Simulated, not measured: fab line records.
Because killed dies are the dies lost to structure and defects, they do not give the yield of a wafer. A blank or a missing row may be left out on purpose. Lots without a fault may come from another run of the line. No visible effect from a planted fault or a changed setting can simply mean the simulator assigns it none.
2 desks looking at one fault ; flow gf180mcu ; numbers are kept per desk, each desk with only its own; the story behind them comes last

## THE TOOL OWNER'S DESK: pvd-sputter-02
The tool's own readings at GF_MIM_SPUTTER_04 (material TiN, target thk 50 nm, time 41.7 s): means of the sampled wafers that have a number, for each lot that ran on this tool. If a lot's mean is further than 4 standard deviations from the usual mean, the lot is out of limits and carries the mark OUT (the distance appears in the brackets).
Columns: A = chamber-pressure-pa at GF_MIM_SPUTTER_04, usual 0.4000 Pa; B = throttle-valve-pct at GF_MIM_SPUTTER_04, usual 30.1 %
lot;first seen here;A;B
L881;day 26 13:55;0.3991;29.8
L883;day 27 04:40;0.3061 (-99 or more) OUT;33.5 (+4.0) OUT
L884;day 27 11:16;0.3083 (-99 or more) OUT;33.0
L895;day 30 12:25;0.3996;29.6
L898;day 31 13:51;0.4002;29.8
This desk finds L883, L884 out of limits, L883 being first, at day 27 04:40 (chamber-pressure-pa at GF_MIM_SPUTTER_04). In limits: L881, L895, L898.

## FROM THE METROLOGY DESK
What the gauges read for every lot (on any tool): the sampled wafers with a number, averaged. If a lot's mean is further than 4 standard deviations from the usual mean, the lot is out of limits and carries the mark OUT (the distance appears in the brackets).
Columns: A = V4_W_RS at GF_V4_RS_MEAS_24, usual 0.326 ohm/sq; B = V4_W_THK at GF_V4_THK_MEAS_25, usual 342 nm; C = MIM_CVD_05_THK at GF_MIM_THK_MEAS_06, usual 42.0 nm; D = MIM_ALCU_RS at GF_MIM_RS_MEAS_10, usual 0.1605 ohm/sq; E = MIM_ALCU_THK at GF_MIM_THK_MEAS_11, usual 200.1 nm; F = cd-nm at GF_M5_CD_MEAS_07, usual 279.9 nm; G = M5_OVL at GF_M5_OVL_MEAS_08, usual 0 nm
lot;first seen here;A;B;C;D;E;F;G
L879;day 25 17:44;0.328;340;42.0;0.1607;200.1;280.9;-0
L881;day 26 13:18;0.331;336;42.0;0.1608;200.9;278.4;-3
L883;day 27 04:04;0.331;333;41.8;0.1611;199.7;279.4;0
L884;day 27 10:37;0.324;344;42.0;0.1602;201.0;277.7;0
L895;day 30 11:46;0.323;344;42.1;0.1613;199.3;279.3;4
L898;day 31 13:13;0.323;348;41.8;0.1597;200.5;279.8;-1
Finding of this desk: none of the 6 lots has anything out of limits.

## BROUGHT TOGETHER
The tool owner's desk had the chance to raise an alarm at day 27 04:40 on L883, L884.
From the metrology desk's view, nothing was out of limits.
The metrology desk has L883, L884 on record, within its limits.
Every lot named ran GF_MIM_SPUTTER_04 on pvd-sputter-02.

## WHAT THE SIMULATOR HAD PUT IN
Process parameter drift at GF_MIM_SPUTTER_04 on pvd-sputter-02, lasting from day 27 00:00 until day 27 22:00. Setting chamber-pressure-pa, moved by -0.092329, from 0.4. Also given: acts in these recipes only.
Struck lots among those shown: L883, L884.
Hours from the fault's start to each desk's first reading out of limits: the tool owner's desk, 5.
